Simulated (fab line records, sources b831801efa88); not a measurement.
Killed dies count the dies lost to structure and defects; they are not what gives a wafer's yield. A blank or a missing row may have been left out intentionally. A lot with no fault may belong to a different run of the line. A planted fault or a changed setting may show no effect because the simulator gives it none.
Which tool did it? | flow gf180mcu | Sampling: 13 lots, 37 wafers, 5 of 602 route steps

== WHAT THE GAUGES SHOWED, per wafer ==
GF_CONTACT_THK_MEAS_03. Usual: CONTACT_CVD_02_THK gives 858 nm (standard deviation 13).
lot  | measured     | on           | CONTACT_CVD_02_THK (nm) | flag
L525 | day 16 20:58 | filmMetro-01 | 858 872                 | 
L527 | day 17 08:20 | filmMetro-04 | 869 859 873             | 
L528 | day 17 23:26 | filmMetro-02 | 869 863                 | 
L532 | day 19 09:46 | filmMetro-01 | 843 836 865             | 
L535 | day 20 11:13 | filmMetro-04 | 845 876 860             | 
L536 | day 20 15:29 | filmMetro-02 | 862 866 848             | 
L537 | day 21 05:08 | filmMetro-02 | 844 826 855             | 
L538 | day 21 13:09 | filmMetro-01 | 845 870 872             | 
L539 | day 22 00:40 | filmMetro-04 | 844 843 838             | 
L540 | day 22 12:52 | filmMetro-02 | 823 834 838             | 
L541 | day 22 17:01 | filmMetro-02 | 859 873 871             | 
L542 | day 23 04:35 | filmMetro-02 | 870 874 895             | 
L543 | day 23 14:06 | filmMetro-01 | 855 853 872             | 

GF_CONTACT_RS_MEAS_25: measures by four-point-probe. Usual: CONTACT_W_RS gives 0.381 ohm/sq (standard deviation 0.0043).
lot  | measured     | on           | CONTACT_W_RS (ohm/sq) | flag
L525 | day 17 20:28 | filmMetro-02 | 0.384 0.365           | 
L527 | day 18 07:10 | filmMetro-02 | 0.381 0.383 0.359     | 
L528 | day 19 02:35 | filmMetro-04 | 0.380 0.361           | 
L532 | day 20 11:30 | filmMetro-04 | 0.385 0.383 0.384     | 
L535 | day 21 12:04 | filmMetro-01 | 0.380 0.386 0.383     | 
L536 | day 21 16:26 | filmMetro-02 | 0.389 0.387 0.389     | 
L537 | day 22 05:55 | filmMetro-04 | 0.385 0.385 0.386     | 
L538 | day 22 13:37 | filmMetro-02 | 0.377 0.374 0.377     | 
L539 | day 23 00:58 | filmMetro-02 | 0.386 0.386 0.381     | 
L540 | day 23 12:50 | filmMetro-02 | 0.380 0.386 0.378     | 
L541 | day 23 16:31 | filmMetro-04 | 0.387 0.381 0.378     | 
L542 | day 24 04:20 | filmMetro-02 | 0.382 0.385 0.383     | 
L543 | day 24 13:45 | filmMetro-01 | 0.380 0.377 0.381     | 

GF_CONTACT_THK_MEAS_26: measures by xrf. Usual: CONTACT_W_THK gives 299 nm (standard deviation 3.5).
lot  | measured     | on           | CONTACT_W_THK (nm) | flag
L525 | day 17 20:34 | filmMetro-02 | 298 312            | 
L527 | day 18 07:17 | filmMetro-02 | 298 296 316        | 
L528 | day 19 02:42 | filmMetro-04 | 301 316            | 
L532 | day 20 11:37 | filmMetro-04 | 295 293 296        | 
L535 | day 21 12:10 | filmMetro-01 | 296 291 295        | 
L536 | day 21 16:33 | filmMetro-02 | 294 296 295        | 
L537 | day 22 06:01 | filmMetro-04 | 298 298 297        | 
L538 | day 22 13:43 | filmMetro-02 | 300 303 301        | 
L539 | day 23 01:04 | filmMetro-02 | 298 297 301        | 
L540 | day 23 12:56 | filmMetro-02 | 302 298 303        | 
L541 | day 23 16:37 | filmMetro-04 | 294 299 303        | 
L542 | day 24 04:27 | filmMetro-02 | 299 296 297        | 
L543 | day 24 13:51 | filmMetro-01 | 299 301 296        | 

== WHICH TOOL RAN EACH LOT (tool, then ch and the chambers of the sampled wafers, then the start) ==
lot  | GF_CONTACT_SPUTTER_22       | GF_CONTACT_CVD_24
L525 | pvdSputter-04, day 17 20:14 | cvdW-02 ch 0,1, day 17 20:22
L527 | pvdSputter-01, day 18 06:57 | cvdW-02 ch 0,1, day 18 07:03
L528 | pvdSputter-03, day 19 02:22 | cvdW-02 ch 0, day 19 02:28
L532 | pvdSputter-04, day 20 11:18 | cvdW-01 ch 0,1, day 20 11:24
L535 | pvdSputter-03, day 21 11:50 | cvdW-02 ch 0,1, day 21 11:58
L536 | pvdSputter-01, day 21 16:14 | cvdW-01 ch 0,1, day 21 16:20
L537 | pvdSputter-04, day 22 05:41 | cvdW-02 ch 1, day 22 05:47
L538 | pvdSputter-03, day 22 13:23 | cvdW-01 ch 0,1, day 22 13:31
L539 | pvdSputter-04, day 23 00:43 | cvdW-02 ch 0,1, day 23 00:51
L540 | pvdSputter-01, day 23 12:37 | cvdW-01 ch 0, day 23 12:43
L541 | pvdSputter-03, day 23 16:17 | cvdW-01 ch 0,1, day 23 16:25
L542 | pvdSputter-04, day 24 04:08 | cvdW-01 ch 1, day 24 04:14
L543 | pvdSputter-01, day 24 13:31 | cvdW-02 ch 0,1, day 24 13:38
- GF_CONTACT_SPUTTER_22: material Ti, target thk 15 nm, time 80.02 s.
- GF_CONTACT_CVD_24: deposits W, target thk 300 nm, time 90.339 s.

== WHAT THE TOOLS THEMSELVES READ (means of the sampled wafers that have a number; where no wafer has one, the mark that the record gives instead) ==
GF_CONTACT_SPUTTER_22. Usual: throttleValvePct reads 30.4 % (standard deviation 0.9).
lot  | tool          | throttleValvePct (%) | flag
L525 | pvdSputter-04 | 30.2                 | 
L527 | pvdSputter-01 | 30.0                 | 
L528 | pvdSputter-03 | 30.4                 | 
L532 | pvdSputter-04 | 30.2                 | 
L535 | pvdSputter-03 | 30.1                 | 
L536 | pvdSputter-01 | 30.6                 | 
L537 | pvdSputter-04 | 30.4                 | 
L538 | pvdSputter-03 | 30.7                 | 
L539 | pvdSputter-04 | 29.9                 | 
L540 | pvdSputter-01 | 30.9                 | 
L541 | pvdSputter-03 | 30.5                 | 
L542 | pvdSputter-04 | 30.0                 | 
L543 | pvdSputter-01 | 30.5                 | 

GF_CONTACT_CVD_24. Usual: chamberPressureTorr 40.00 Torr, standard deviation 0.084; heaterPowerOuterW 566 W, standard deviation 47; heaterPowerW 924 W, standard deviation 110.
lot  | tool    | chamberPressureTorr (Torr) | heaterPowerOuterW (W) | heaterPowerW (W) | flag
L525 | cvdW-02 | 39.92                      | 584                   | 968              | 
L527 | cvdW-02 | 39.98                      | 567                   | 918              | 
L528 | cvdW-02 | 39.92                      | 632                   | 1115             | 
L532 | cvdW-01 | 40.02                      | 529                   | 852              | 
L535 | cvdW-02 | 40.05                      | 575                   | 920              | 
L536 | cvdW-01 | 40.01                      | 522                   | 851              | 
L537 | cvdW-02 | 39.96                      | 546                   | 840              | 
L538 | cvdW-01 | 40.01                      | 516                   | 878              | 
L539 | cvdW-02 | 39.96                      | 611                   | 1030             | 
L540 | cvdW-01 | 40.02                      | 520                   | 839              | 
L541 | cvdW-01 | 39.97                      | 528                   | 852              | 
L542 | cvdW-01 | 40.03                      | 536                   | 884              | 
L543 | cvdW-02 | 39.92                      | 606                   | 1021             | 

== THE ANSWER, worked out from the rows above alone ==
Rule: take the mean of a lot's wafers that have a number; if it is more than 3 standard deviations from the usual mean, the lot is off. A lot without any number at a reading at which 4 lots or more have one is off too. All remaining lots with rows at the step are treated as sound. First the gauges in route order, then the tools' own readings, where a lot's mean is used as printed above. The first step at which some lot is off is used, and at that step the reading that is off furthest; a lot without a number counts as furthest.
Across all readings shown, no lot is off: no conclusion can be drawn from this.

== WHAT THE SIMULATOR HAD INSERTED ==
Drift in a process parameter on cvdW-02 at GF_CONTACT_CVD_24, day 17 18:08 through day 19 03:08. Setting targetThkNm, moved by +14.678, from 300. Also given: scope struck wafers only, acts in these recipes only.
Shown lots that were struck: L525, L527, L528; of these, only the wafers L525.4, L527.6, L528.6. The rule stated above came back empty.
